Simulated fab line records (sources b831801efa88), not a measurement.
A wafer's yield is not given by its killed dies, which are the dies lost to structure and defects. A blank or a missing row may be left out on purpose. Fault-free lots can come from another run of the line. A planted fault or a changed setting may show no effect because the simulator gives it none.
2 desks looking at one fault | flow sky130 | what lay behind the numbers comes last; until then each desk has only its own

## AT THE METROLOGY DESK
Means of the sampled wafers that have a number, per lot and without regard to the tool the lot ran on: this is what the gauges read. Marked OUT: a lot whose mean sits more than 4 standard deviations from the usual mean, which makes it out of limits; the brackets give that distance.
Columns: A = VIA3_BOW at SKY_VIA3_BOW_MEAS_03, usual 79 um; B = METAL5_ALCU_RS at SKY_METAL5_RS_MEAS_05, usual 0.0272 ohm/sq; C = METAL5_ALCU_THK at SKY_METAL5_THK_MEAS_06, usual 1159 nm
lot  | first seen here | A  | B                | C
L436 | day 39 03:47    | 74 | 0.0269           | 1173
L437 | day 39 08:31    | 83 | 0.0269           | 1174
L439 | day 39 16:40    | 82 | 0.0318 (+14) OUT | 987 (-11) OUT
L441 | day 40 14:04    | 80 | 0.0324 (+16) OUT | 978 (-12) OUT
L442 | day 40 14:30    | 74 | 0.0321 (+15) OUT | 983 (-12) OUT
L444 | day 41 06:08    | 82 | 0.0270           | 1183
L448 | day 42 16:28    | 76 | 0.0272           | 1149
L454 | day 44 15:01    | 76 | 0.0275           | 1150
L455 | day 44 15:25    | 71 | 0.0274           | 1153
Finding of this desk: L439, L441, L442 out of limits, first seen on L439 at day 43 21:02 (METAL5_ALCU_RS at SKY_METAL5_RS_MEAS_05). In limits: L436, L437, L444, L448, L454, L455.

## FOR THE TOOL OWNER'S DESK: pvd_sputter-03
The tool's own readings at SKY_METAL5_SPUTTER_02 (material AlCu, target thk 1150 nm, time 61.2 s): means of the sampled wafers that have a number, for each lot that ran on this tool. Marked OUT: a lot whose mean sits more than 4 standard deviations from the usual mean, which makes it out of limits; the brackets give that distance.
Columns: A = chamber_pressure_pa at SKY_METAL5_SPUTTER_02, usual 0.4001 Pa; B = throttle_valve_pct at SKY_METAL5_SPUTTER_02, usual 30.2 %
lot  | first seen here | A                        | B
L436 | day 43 08:49    | 0.3997                   | 31.2
L437 | day 43 13:15    | 0.3996                   | 30.3
L439 | day 43 20:55    | 0.6937 (+99 or more) OUT | 22.8 (-6.7) OUT
L441 | day 44 16:52    | 0.6926 (+99 or more) OUT | 23.8 (-5.8) OUT
L442 | day 44 18:10    | 0.6932 (+99 or more) OUT | 23.7 (-5.9) OUT
L455 | day 48 07:23    | 0.4003                   | 30.9
This desk's verdict: out of limits on L439, L441, L442, starting with L439 at day 43 20:55 (chamber_pressure_pa at SKY_METAL5_SPUTTER_02). In limits: L436, L437, L455.

## ALL TOGETHER
An alarm could have come from the tool owner's desk at day 43 20:55, on L439, L441, L442.
L439, L441, L442 would have let the metrology desk raise an alarm at day 43 21:02.
On pvd_sputter-03, each named lot ran SKY_METAL5_SPUTTER_02.

## WHAT THE SIMULATOR HAD PUT IN
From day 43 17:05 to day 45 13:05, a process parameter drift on pvd_sputter-03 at SKY_METAL5_SPUTTER_02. Setting chamber_pressure_pa, moved by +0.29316, from 0.4. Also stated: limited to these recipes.
Struck lots among those shown: L439, L441, L442.
Fault start to first reading out of limits, in hours, per desk: tool owner, 4; metrology, 4.
